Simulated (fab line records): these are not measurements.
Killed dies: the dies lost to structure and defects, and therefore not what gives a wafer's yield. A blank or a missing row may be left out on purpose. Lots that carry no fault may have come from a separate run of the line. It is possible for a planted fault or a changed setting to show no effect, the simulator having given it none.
A lot that was struck, set against a sound lot    flow sky130    18 out of 708 route steps
Sound: wafers L143.1, L143.2, L143.5. The struck wafers were L155.4, L155.5. The cause is named last.
For every step that has rows: the tool of each side, followed by ch and its chambers, followed by its first start. Under that, the readings that differ: sound wafers    struck wafers    difference of the means    sigmas: that difference in standard deviations of wafers without a fault.
alike: readings whose means differ by less than 2 such deviations, and words and numbers that are the same on both sides. not compared: withheld readings, readings that some wafer has no value for, bounds like >300 that may hide the same value, and numbers for which the record gives no deviation and whose values overlap.
Wherever a step has rows on one side only, a row that says differs or no value, or a row with sigmas, the two part there. Numbers that have no deviation but don't overlap get no sigmas and don't part them. A reading that every wafer of one side lacks parts them only if that side has two wafers or more.

first, 5 steps without rows for these wafers: SKY_VIA4_COAT_06 (resist thk 1140 nm); SKY_VIA4_SOFTBAKE_07 (time 60 s); SKY_VIA4_EXPOSE_08 (exposes mask VIM4, target cd 800 nm); SKY_VIA4_PEB_09; SKY_VIA4_DEVELOP_10 (develop time 60 s).
SKY_VIA4_OVL_MEAS_11:
  sound: overlay-01 at day 45 13:43; struck: overlay-02 at day 48 08:08
  alike: VIA4_OVL
SKY_VIA4_ETCH_12: etches SiO2 in C4F8/O2/Ar, stops on TiN, target depth 580 nm.
  sound on rie_diel-04 ch 0,1,3, day 45 13:45; struck on rie_diel-02 ch 0,1, day 48 08:11
  alike: oes_product_au
SKY_VIA4_STRIP_13: strips in O2/N2.
  sound on plasma_asher-03 ch 0,1, day 45 13:49; struck on plasma_asher-03 ch 0, day 48 08:16
  alike: drypump_motor_current_A, oes_product_au, strip_time_to_endpoint_s
  not compared: rf_hours_counter_h
then, 3 steps without rows for these wafers: SKY_VIA4_STRIP_14 (strips in post etch residue remover, time 1200 s); SKY_VIA4_CLEAN_15 (cleans in IPA, time 180 s); SKY_VIA4_CLEAN_16 (cleans in O3/DIW).
SKY_VIA4_SPUTTER_17: material TiN, target thk 20 nm, time 80 s.
  sound: pvd_sputter-03 at day 45 14:25; struck: pvd_sputter-03 at day 48 09:15
  alike: throttle_valve_pct
SKY_VIA4_CVD_18: deposits W, target thk 505 nm, time 152.14 s.
  sound on cvd_w-01 ch 0,1, day 45 14:29; struck on cvd_w-01 ch 0, day 48 09:22
reading                             sound                 struck         difference  sigmas
heater_power_outer_w (W)            525 447 507           340 350        -148        -5
heater_power_w (W)                  800 744 791           563 568        -213        -8
susceptor_temp_C (C)                400.18 399.81 400.27  345.50 345.74  -54.47      -99 or more
model.W_of_VIA4_CVD_18.thk_nm (nm)  498.3 505.1 491.7     168.5 169.8    -329.2      
SKY_VIA4_RS_MEAS_19: measures by four-point-probe.
  sound: film_metro-02 at day 45 14:38; struck: film_metro-03 at day 48 10:02
reading             sound                 struck         difference  sigmas
VIA4_W_RS (ohm/sq)  0.2290 0.2262 0.2320  0.6900 0.6840  +0.4579     +99 or more
  not compared: hold
SKY_VIA4_THK_MEAS_20: measures by xrf.
  sound: film_metro-02 at day 45 14:45; struck: film_metro-03 at day 48 12:33
reading          sound        struck                                             difference                    sigmas
hold             - - -        await_dispo/2.4h/release await_dispo/2.4h/release  no value on the sound wafers  
VIA4_W_THK (nm)  501 509 494  168 169                                            -333                          -69
SKY_VIA4_CMP_21: polishes, stops on SiO2, t overpolish 25 s, target thk 0 nm.
  sound on cmp-01 ch 1,3, day 45 14:52; struck on cmp-02 ch 0,2, day 48 12:56
reading                 sound        struck  difference  sigmas
time_to_endpoint_s (s)  125 124 121  43 42   -81         -18
  alike: motor_current_A
  not compared: hold
SKY_METAL5_SPUTTER_00: material Ti, target thk 15 nm, time 10 s.
  sound: pvd_sputter-01 at day 45 15:07; struck: pvd_sputter-01 at day 48 13:05
  alike: throttle_valve_pct
-- the record jumps here: 2 days lie between the struck wafers' starts before and after (it left off in module METAL5 and takes up again in module PAD_OPEN, whose first step shown is number 708 of the route) --
SKY_PAD_OPEN_PROBE_99:
  sound: prober-01 at day 48 06:51; struck: prober-01 at day 50 18:20
reading                                    sound                          struck         difference  sigmas
killed_at_contacts                         32 31 29                       9 20           -16         -3
killed_dies                                95 89 97                       66 76          -23         -2
model.etest.res_p_drift_20v.line_ohm_um    1.206e+04 1.178e+04 1.174e+04  9412 9205      -2552       
model.etest.res_p_drift_20v.rs_ohm_sq      9966 9755 9698                 8013 7753      -1923       
model.etest.res_pwde_under_gate.rs_ohm_sq  6188 6205 6158                 5196 5171      -1000       
model.etest.via4_chain.rc_ohm              0.7824 0.7845 0.8153           0.8433 0.8627  +0.0589     
  alike: killed_at_M0_to_M3, killed_at_M4_up, killed_at_front_end, killed_at_other, killed_open, killed_short

== WHERE THEY PART ==
First at SKY_VIA4_CVD_18; last, within this record, at SKY_PAD_OPEN_PROBE_99.

WHY: the cause the simulator had injected
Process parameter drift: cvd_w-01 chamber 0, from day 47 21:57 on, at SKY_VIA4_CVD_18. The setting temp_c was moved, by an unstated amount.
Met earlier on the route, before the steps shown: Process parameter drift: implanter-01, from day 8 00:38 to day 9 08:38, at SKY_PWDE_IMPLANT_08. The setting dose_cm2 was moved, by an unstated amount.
